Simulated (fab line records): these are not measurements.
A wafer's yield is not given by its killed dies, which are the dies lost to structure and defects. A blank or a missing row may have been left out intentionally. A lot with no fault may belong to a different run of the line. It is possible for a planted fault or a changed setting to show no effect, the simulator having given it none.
Code-filled problem report in 8D (eight disciplines) form + flow sky130 + the parts of the form that need people (team, actions taken, sign-off) are left out

== 1. PROBLEM STATEMENT ==
Mean VT_ADJUST_HVTP_OVL at SKY_VT_ADJUST_HVTP_OVL_MEAS_08: 278.0 nm over 6 wafers in 2 lots; fault-free wafers: 0.0 nm, standard deviation 1.2. That is +99 or more standard deviations from the usual mean.
First observed at day 9 11:28: wafer L742.1, on overlay-02. The record has a number at this step for 36 wafers belonging to 12 lots. Rule for "out" (also "out of limits"): further than 4 standard deviations from the usual mean. The other wafers with a number count as sound.

== 2. WHAT IT IS, WHAT IT ISN'T ==
| question                    | is                     | is not                                                                          |
|-----------------------------|------------------------|---------------------------------------------------------------------------------|
| which readings at this step | VT_ADJUST_HVTP_OVL     | -                                                                               |
| which lots                  | L742, L747             | L729, L731, L733, L734, L736, L737, L741, L745, L749, L752                      |
| which wafers of those lots  | all that have a number | -                                                                               |
| read on which gauges        | overlay-02             | overlay-01                                                                      |
| when                        | from day 9 11:28       | up to then (21 sound wafers); but 9 sound wafers of L745, L749, L752 came after |

== 3. WHAT RULES OUT EACH SUSPECT ==
Counting: a tool stays on the suspect list if, at a process step up to the reading, it processed all lots that are out and no sound lot following the first of them.
- the gauge at SKY_VT_ADJUST_HVTP_OVL_MEAS_08 is ruled out. All the wafers that are out were read on overlay-02, but those of them that SKY_PAD_OPEN_PROBE_99 has rows for are out there too, on other tools.
- iline-stepper-02 at SKY_VT_ADJUST_HVTP_EXPOSE_04 (exposes mask HVTPM, target cd 380 nm): kept. Every lot that is out went through it, starting with L742 (day 9 01:24), and after that it ran no sound lot; the last sound lot it ran before then is L741 (day 8 21:28).
Remaining after the count: iline-stepper-02 at SKY_VT_ADJUST_HVTP_EXPOSE_04.

== 4. THE CAUSE (what the simulator had put in) ==
Scanner matching overlay: iline-stepper-02, from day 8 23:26 on, at SKY_VT_ADJUST_HVTP_EXPOSE_04. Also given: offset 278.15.
After counting, this tool was the only one left.

== 5. THE CHAIN OF EFFECTS, in route order ==
Rows list readings where the struck wafers' mean (over those with a number) sits beyond 3 standard deviations from the usual. Readings are gone through only where the record gives a usual standard deviation; hours: the median, over the lots, of the time from a lot's start at the first step in this table giving one to that lot's start at this step; sigmas: the change measured in usual standard deviations.
| hours | step                           | reading             | usual  | on struck wafers | change | sigmas      |
|-------|--------------------------------|---------------------|--------|------------------|--------|-------------|
| 0     | SKY_VT_ADJUST_HVTP_OVL_MEAS_08 | VT_ADJUST_HVTP_OVL  | 0.0 nm | 278.0            | +278.0 | +99 or more |
| 956   | SKY_PAD_OPEN_PROBE_99          | killed-at-front-end | 15     | 321              | +306   | +71         |
| 956   | SKY_PAD_OPEN_PROBE_99          | killed-dies         | 86     | 399              | +313   | +34         |
| 956   | SKY_PAD_OPEN_PROBE_99          | killed-on-rim       | 17     | 77               | +60    | +16         |
Process steps it contains:
- SKY_PAD_OPEN_PROBE_99
At these later measuring or inspecting steps, every struck wafer for which the step has a row has a number for every such reading, and none has moved that far: SKY_LOCAL_INTERCONNECT_CD_MEAS_11.

== 6. HOW IT WOULD HAVE BEEN CAUGHT EARLIER ==
In this record the first reading out of limits at a measuring or inspecting step was taken at day 9 11:28, 12 hours after the fault began at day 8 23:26.
Tool readings at SKY_VT_ADJUST_HVTP_EXPOSE_04 with a usual standard deviation given in the record: none out on any struck wafer, hence no alarm at a limit of 4 standard deviations on them.
Among the 2 lots that are out, L747 began SKY_VT_ADJUST_HVTP_EXPOSE_04 on iline-stepper-02 after day 9 11:28. Had the tool been put on hold then, it would have been spared.
